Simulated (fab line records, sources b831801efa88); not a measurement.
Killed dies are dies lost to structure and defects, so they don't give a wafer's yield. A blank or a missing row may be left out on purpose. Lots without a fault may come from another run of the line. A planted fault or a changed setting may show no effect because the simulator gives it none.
Problem report in the 8D (eight disciplines) form, filled by code | flow sky130 | the parts of the form that need people (team, actions taken, sign-off) are left out

1. THE PROBLEM
RES_XHIGH_TW at SKY_RES_XHIGH_TW_MEAS_09 reads a mean of 30 on 6 wafers of 2 lots; wafers without a fault read 1644 with a standard deviation of 9. That is -99 or more standard deviations from the usual mean.
First seen on wafer L480.1, day 31 12:11, on film_metro-02. The record holds 42 wafers of 14 lots with a number at this step. Rule for "out", or "out of limits": more than 4 standard deviations from the usual mean. The other wafers with a number count as sound.

2. WHAT IT IS AND WHAT IT IS NOT
question                    | is                     | is not
which readings at this step | RES_XHIGH_TW           | -
which lots                  | L480, L481             | L466, L467, L468, L469, L474, L475, L476, L485, L486, L487, L488, L489
which wafers of those lots  | all that have a number | -
read on which gauges        | film_metro-02          | film_metro-01, film_metro-04
when                        | from day 31 12:11      | up to then (21 sound wafers); but 15 sound wafers of L485, L486, L487, L488, L489 came after

3. SUSPECTS, AND WHAT RULES EACH OUT
Counting: a tool at a process step up to the reading stays a suspect if it ran every lot that is out and no sound lot after the first of them.
- the gauge at SKY_RES_XHIGH_TW_MEAS_09: kept. All the wafers that are out were read on film_metro-02, and no step on other tools shows them out.
- litho_track-01 at SKY_RES_XHIGH_DEVELOP_06 (develop time 60 s): ruled out as a lasting fault. Sound lots L486 ran on it after its first lot that is out, L480 (day 31 11:47).
Left after counting: film_metro-02 at SKY_RES_XHIGH_TW_MEAS_09.

4. THE CAUSE (what the simulator had put in)
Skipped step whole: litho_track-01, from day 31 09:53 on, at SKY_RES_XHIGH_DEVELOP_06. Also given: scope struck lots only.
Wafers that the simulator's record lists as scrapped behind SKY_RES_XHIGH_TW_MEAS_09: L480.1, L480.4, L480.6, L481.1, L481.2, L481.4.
Counting ruled it out, wrongly: the rule takes a fault to strike every lot that its tool runs from its start on, and this one did not.

5. THE CHAIN OF EFFECTS, in route order
Each row: a reading whose mean over the struck wafers that have a number lies more than 3 standard deviations from the usual. Only readings for which the record gives a usual standard deviation are gone through. hours: the time from each lot's start at the first step in this table that gives one to its start at this step, as a median over the lots. sigmas: the change in usual standard deviations.
hours | step                     | reading      | usual | on struck wafers | change | sigmas
0     | SKY_RES_XHIGH_TW_MEAS_09 | RES_XHIGH_TW | 1644  | 30               | -1614  | -99 or more
Readings that are blank on the struck wafers while sound wafers have them: chill_plate_temp_C at SKY_RES_XHIGH_DEVELOP_06.

6. WHAT WOULD HAVE CAUGHT IT SOONER
In this record the first reading out of limits at a measuring or inspecting step was taken at day 31 12:11, 2 hours after the fault began at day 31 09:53.
At SKY_RES_XHIGH_DEVELOP_06 the tool's readings are blank on the struck wafers, where sound wafers have them: an empty tool record is the first sign, and it was there at once.
